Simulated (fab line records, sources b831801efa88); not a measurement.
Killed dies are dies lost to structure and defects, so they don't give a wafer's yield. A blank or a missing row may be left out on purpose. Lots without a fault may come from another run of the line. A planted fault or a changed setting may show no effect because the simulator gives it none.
Problem report in the 8D (eight disciplines) form, filled by code | flow gf180mcu | the parts of the form that need people (team, actions taken, sign-off) are left out

1. THE PROBLEM
cd_nm at GF_M5_CD_MEAS_07 reads a mean of 275.4 nm on 1 wafer of 1 lot; wafers without a fault read 279.9 nm with a standard deviation of 1. That is -4.5 standard deviations from the usual mean.
The step: target cd 280 nm.
First seen on wafer L517.5, day 31 18:23, on cd_sem-01. The record holds 32 wafers of 11 lots with a number at this step. Rule for "out", or "out of limits": more than 4 standard deviations from the usual mean. The other wafers with a number count as sound.

2. WHAT IT IS AND WHAT IT IS NOT
question                    | is                | is not
which readings at this step | cd_nm             | -
which lots                  | L517              | L500, L501, L502, L503, L504, L505, L506, L507, L519, L521
which wafers of those lots  | L517.5            | L517.6
read on which gauges        | cd_sem-01         | cd_sem-02
when                        | from day 31 18:23 | up to then (25 sound wafers); but 6 sound wafers of L519, L521 came after

3. SUSPECTS, AND WHAT RULES EACH OUT
Counting: a tool at a process step up to the reading stays a suspect if it ran every lot that is out. Sound lots after the first of them don't rule it out here, since some wafers of a struck lot are sound.
- the gauge at GF_M5_CD_MEAS_07: ruled out. All the wafers that are out were read on cd_sem-01, but those of them that GF_M5_STRIP_11 has rows for are out there too, on other tools.
- rie_metal-01 at GF_MIM_METAL_ETCH_19 (etches the open film in Cl2/BCl3, stops on Si3N4, target depth 324.5 nm, time 54.1 s): kept. It ran the lot that is out, L517 (day 31 00:35); its last sound lot up to then is L506 (day 27 20:07).
- litho_track-04 at GF_M5_COAT_02 (resist thk 1000 nm): kept. It ran the lot that is out, L517 (day 31 10:04); its last sound lot up to then is L507 (day 28 11:25).
- Within rie_metal-01 at GF_MIM_METAL_ETCH_19: the wafers that are out ran in chamber 0; their sound lot-mates ran in chamber 1.
Left after counting: rie_metal-01 at GF_MIM_METAL_ETCH_19, litho_track-04 at GF_M5_COAT_02.

4. THE CAUSE (what the simulator had put in)
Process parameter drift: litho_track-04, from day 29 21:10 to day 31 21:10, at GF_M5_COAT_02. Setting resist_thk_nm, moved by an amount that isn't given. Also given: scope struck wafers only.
Counting left 2 suspects, and this tool is among them.

5. THE CHAIN OF EFFECTS, in route order
Each row: a reading whose mean over the struck wafers that have a number lies more than 3 standard deviations from the usual. Only readings for which the record gives a usual standard deviation are gone through. hours: the time from each lot's start at the first step in this table that gives one to its start at this step, as a median over the lots. sigmas: the change in usual standard deviations.
hours | step             | reading                  | usual      | on struck wafers | change | sigmas
0     | GF_M5_CD_MEAS_07 | cd_nm                    | 279.9 nm   | 275.4            | -4.5   | -4.5
0     | GF_M5_STRIP_11   | oes_product_au           | 0.524 a.u. | 0.492            | -0.032 | -6.5
0     | GF_M5_STRIP_11   | strip_time_to_endpoint_s | 7.06 s     | 6.35             | -0.71  | -17
The process steps in it:
- GF_M5_STRIP_11: strips in O2/N2.

6. WHAT WOULD HAVE CAUGHT IT SOONER
In this record the first reading out of limits at a measuring or inspecting step was taken at day 31 18:23, 45 hours after the fault began at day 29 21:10.
All the lots that are out (1) had begun GF_M5_COAT_02 on litho_track-04 by day 31 18:23. A hold on the tool at that time would have spared none of them.
